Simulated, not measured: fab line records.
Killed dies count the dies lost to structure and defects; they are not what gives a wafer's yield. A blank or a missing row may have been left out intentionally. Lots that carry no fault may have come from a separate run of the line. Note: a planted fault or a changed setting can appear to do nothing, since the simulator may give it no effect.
Chamber matching -- flow gf180mcu -- GF_V1_ETCH_16 on rie-diel-02 has 4 sister chambers
The step etches BARC in N2/H2. 20 wafers are shown with their chamber, then 10 later ones without.

== WAFERS, EACH WITH ITS CHAMBER ==
wafer,chamber,drypump-motor-current-A (A),throttle-valve-pct (%),chamber-pressure-mTorr (mTorr)
L074.3,3,6.1,13.233,30.042
L074.5,1,5.9,13.213,29.973
L074.6,0,5.3,13.221,30.004
L077.1,3,6.1,13.232,29.975
L077.5,1,5.9,13.234,29.976
L077.6,0,5.3,13.203,30.010
L078.1,2,6.0,13.231,30.003
L078.3,1,5.9,13.214,29.981
L078.4,3,6.0,13.231,29.972
L082.4,0,5.3,13.237,30.011
L082.5,0,5.3,13.219,29.993
L082.6,1,5.9,13.239,29.995
L085.1,0,5.3,13.209,29.982
L085.4,1,5.9,13.226,29.952
L085.6,0,5.3,13.220,30.013
L086.3,1,6.0,13.210,29.976
L086.5,1,6.0,13.242,30.007
L086.6,2,6.0,13.244,29.977
L089.1,0,5.3,13.230,29.967
L089.2,3,6.1,13.231,29.994

SIGNATURES, as means of the wafers listed above
reading,chamber 0,chamber 1,chamber 2,chamber 3,scatter within a chamber
drypump-motor-current-A,5.300,5.929,6.000,6.075,0.0369
throttle-valve-pct,13.21986,13.22543,13.23750,13.23175,0.011
chamber-pressure-mTorr,29.99714,29.98000,29.99000,29.99575,0.0211
Rule: a wafer's distance from a chamber is the root of the sum, over the readings, of the square of ((its reading less the chamber's mean) divided by the reading's scatter). If the next closest chamber is less than 2 further off than the closest, the wafer can't be placed; otherwise it belongs to the closest. The scatter: take each reading less its chamber's mean, square it, sum over the shown wafers, divide by the number of wafers less the number of chambers, and take the root.

== WAFERS MISSING THEIR CHAMBER ==
wafer,drypump-motor-current-A (A),throttle-valve-pct (%),chamber-pressure-mTorr (mTorr)
L089.5,5.3,13.229,29.967
L090.2,5.9,13.214,30.001
L090.3,5.3,13.222,30.018
L090.5,5.3,13.226,29.959
L092.2,5.3,13.228,30.071
L092.3,6.1,13.231,29.982
L092.6,5.3,13.229,30.003
L096.2,5.9,13.221,29.986
L096.3,5.3,13.221,30.002
L096.6,6.1,13.221,29.988

== CHAMBER TAKEN BY EACH ==
wafer,from the rows above,in truth
L089.5,0,0
L090.2,can't be placed: 1 or 2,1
L090.3,0,0
L090.5,0,0
L092.2,0,0
L092.3,can't be placed: 3 or 2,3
L092.6,0,0
L096.2,1,1
L096.3,0,0
L096.6,can't be placed: 3 or 2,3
7 of 10 placed correctly. Cannot be placed on the basis of these rows: 3; the candidates contain the true chamber in 3. Wrongly placed: 0.
